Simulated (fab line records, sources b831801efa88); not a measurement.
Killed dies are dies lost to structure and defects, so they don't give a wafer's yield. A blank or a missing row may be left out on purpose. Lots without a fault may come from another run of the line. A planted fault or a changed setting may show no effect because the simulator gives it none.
One fault seen from 2 desks | flow gf180mcu | each desk has only its own numbers; what lay behind them comes last

THE METROLOGY DESK
What the gauges read, lot by lot, whatever tool the lot ran on: means of the sampled wafers that have a number. A lot is out of limits, marked OUT, if its mean lies more than 4 standard deviations from the usual mean; the brackets give that distance.
Columns: A = V3_OVL at GF_V3_OVL_MEAS_15, usual -4 nm; B = V3_W_RS at GF_V3_RS_MEAS_24, usual 0.324 ohm/sq; C = V3_W_THK at GF_V3_THK_MEAS_25, usual 347 nm
lot  | first seen here | A  | B     | C
L235 | day 23 11:25    | -7 | 0.321 | 353
L242 | day 26 05:03    | -3 | 0.322 | 345
L243 | day 26 12:25    | -7 | 0.330 | 338
L244 | day 26 14:22    | -2 | 0.322 | 347
L250 | day 28 07:10    | -6 | 0.327 | 347
L253 | day 29 02:20    | 2  | 0.331 | 342
L255 | day 29 17:13    | -4 | 0.332 | 339
This desk's finding: nothing out of limits on any of the 7 lots.

THE TOOL OWNER'S DESK: pvd_sputter-02
The tool's own readings at GF_M4_SPUTTER_00 (material Ti, target thk 37.5 nm, time 150 s): means of the sampled wafers that have a number, for each lot that ran on this tool. A lot is out of limits, marked OUT, if its mean lies more than 4 standard deviations from the usual mean; the brackets give that distance.
Columns: A = throttle_valve_pct at GF_M4_SPUTTER_00, usual 29.8 %
lot  | first seen here | A
L242 | day 26 06:26    | 29.6
L243 | day 26 13:50    | 28.8
L244 | day 26 15:47    | 28.6
L255 | day 29 18:35    | 30.0
This desk's finding: nothing out of limits on any of the 4 lots.

PUT TOGETHER
The metrology desk saw nothing out of limits.
The tool owner's desk saw nothing out of limits.

WHAT THE SIMULATOR HAD PUT IN
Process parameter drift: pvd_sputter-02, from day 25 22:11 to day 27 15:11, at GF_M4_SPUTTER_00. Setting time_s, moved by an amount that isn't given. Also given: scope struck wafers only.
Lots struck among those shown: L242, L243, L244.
